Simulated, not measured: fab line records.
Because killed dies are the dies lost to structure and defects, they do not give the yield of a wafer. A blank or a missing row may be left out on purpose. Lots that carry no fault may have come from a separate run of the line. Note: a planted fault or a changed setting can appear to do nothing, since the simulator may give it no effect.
8D (eight disciplines) problem report, filled in by code | flow sfqLine | the parts of the form that need people (team, actions taken, sign-off) are left out

1. THE ISSUE
oesProductAu at SFQ_TRILAYER_M6_ETCH_METAL_ETCH_162 reads a mean of 0.820 a.u. on 4 wafers of 2 lots; wafers without a fault read 0.891 a.u. with a standard deviation of 0.0065. That is -11 standard deviations from the usual mean.
The step: etches Nb in Cl2/Ar, stops on SiO2, target depth 240 nm, time 120 s.
Earliest sighting: wafer L967.1 on rieMetal-02 at day 77 21:16. Wafers with a number at this step in the record: 18, from 6 lots. Rule for "out" (also "out of limits"): further than 4 standard deviations from the usual mean. Any other wafer with a number is counted as sound.

2. WHAT THIS IS AND IS NOT
question                    | is                             | is not
which readings at this step | oesProductAu                   | drypumpMotorCurrentA
which lots                  | L967, L968                     | L959, L971, L979, L980
which wafers of those lots  | L967.1, L967.6, L968.1, L968.6 | L967.4, L968.2
read on which tools         | rieMetal-02                    | rieMetal-01, rieMetal-04
when                        | from day 77 21:16              | up to then (4 sound wafers); but 10 sound wafers of L968, L971, L979, L980 came after

3. THE SUSPECTS, EACH WITH WHAT RULES IT OUT
Counting: if a tool at a process step up to the reading ran every lot that is out, it stays a suspect. Sound lots after the first of them don't rule it out here, since some wafers of a struck lot are sound.
- rieMetal-02 at SFQ_TRILAYER_M6_ETCH_METAL_ETCH_162 (etches Nb in Cl2/Ar, stops on SiO2, target depth 240 nm, time 120 s): kept. It ran every lot that is out, first L967 (day 77 21:16). Out on those wafers are its own readings of oesProductAu.
Remaining after the count: rieMetal-02 at SFQ_TRILAYER_M6_ETCH_METAL_ETCH_162.

4. THE CAUSE (what the simulator had put in)
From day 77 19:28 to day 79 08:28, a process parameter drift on rieMetal-02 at SFQ_TRILAYER_M6_ETCH_METAL_ETCH_162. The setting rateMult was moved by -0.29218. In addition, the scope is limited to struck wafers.
Counting left only this tool.

5. THE CHAIN OF EFFECTS, in route order
Rows list readings where the struck wafers' mean (over those with a number) sits beyond 3 standard deviations from the usual. Only readings whose record carries a usual standard deviation are examined. hours: median over the lots of the time between each lot's start at the first step of this table that gives one and its start at this step. sigmas: the change, counted in usual standard deviations.
hours | step                                | reading      | usual      | on struck wafers | change | sigmas
0     | SFQ_TRILAYER_M6_ETCH_METAL_ETCH_162 | oesProductAu | 0.891 a.u. | 0.820            | -0.071 | -11
Its process steps:
- SFQ_TRILAYER_M6_ETCH_METAL_ETCH_162: etches Nb in Cl2/Ar, stops on SiO2, target depth 240 nm, time 120 s.
At these later measuring or inspecting steps, every struck wafer for which the step has a row has a number for every such reading, and none has moved that far: SFQ_I6_BOW_MEAS_941, SFQ_I6_OVL_MEAS_942, SFQ_M7_RS_MEAS_943, SFQ_M7_OVL_MEAS_945, SFQ_M8_BOW_MEAS_951.

6. HOW IT WOULD HAVE BEEN CAUGHT EARLIER
In this record the first reading out of limits was taken at day 77 21:16, 2 hours after the fault began at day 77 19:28.
